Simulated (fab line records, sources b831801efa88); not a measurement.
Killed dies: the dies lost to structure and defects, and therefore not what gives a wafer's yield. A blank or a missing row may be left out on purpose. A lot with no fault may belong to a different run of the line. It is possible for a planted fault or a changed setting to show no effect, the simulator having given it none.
Chamber matching | flow gf180mcu | 3 sister chambers for GF_V4_CVD_00 on hdpcvd-02
The step deposits SiO2, target thk 600 nm, time 100 s. 16 wafers are shown with their chamber, then 8 later ones without.

== WAFERS, EACH WITH ITS CHAMBER ==
wafer  | chamber | sih4-flow-sccm (sccm)
L813.2 | 0       | 59.94
L813.4 | 0       | 60.21
L813.6 | 2       | 60.02
L817.2 | 1       | 59.86
L817.3 | 0       | 59.83
L817.5 | 2       | 59.79
L818.1 | 2       | 60.11
L818.2 | 1       | 60.29
L818.4 | 0       | 59.91
L826.3 | 2       | 59.91
L826.4 | 1       | 59.80
L826.6 | 0       | 60.28
L829.3 | 2       | 59.91
L829.4 | 0       | 59.90
L829.5 | 1       | 59.79
L831.1 | 0       | 59.81

SIGNATURES (averages over the wafers above)
reading        | chamber 0 | chamber 1 | chamber 2 | scatter within a chamber
sih4-flow-sccm | 59.9829   | 59.9350   | 59.9480   | 0.183
Rule: for a wafer and a chamber, the distance is found by dividing, reading by reading, the gap between the wafer's reading and the chamber's mean by the reading's scatter, squaring, summing and taking the root. The wafer belongs to the nearest chamber; if the next one is less than 2 further off, it can't be placed. How the scatter is found: for the shown wafers, subtract from each reading the mean of its chamber, square and add these, divide the total by (wafers less chambers), then take the root.

== WAFERS WITHOUT THEIR CHAMBER ==
wafer  | sih4-flow-sccm (sccm)
L831.2 | 60.19
L831.6 | 60.21
L833.2 | 60.05
L833.5 | 60.07
L833.6 | 60.13
L835.3 | 60.07
L835.4 | 59.64
L835.5 | 59.91

== CHAMBER TAKEN BY EACH ==
wafer  | from the rows above          | in truth
L831.2 | can't be placed: 0 or 2 or 1 | 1
L831.6 | can't be placed: 0 or 2 or 1 | 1
L833.2 | can't be placed: 0 or 2 or 1 | 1
L833.5 | can't be placed: 0 or 2 or 1 | 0
L833.6 | can't be placed: 0 or 2 or 1 | 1
L835.3 | can't be placed: 0 or 2 or 1 | 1
L835.4 | can't be placed: 1 or 2 or 0 | 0
L835.5 | can't be placed: 1 or 2 or 0 | 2
0 of 8 placed correctly. From these rows, 8 cannot be placed; in 8 the true chamber is one of the candidates. Number placed wrongly: 0.
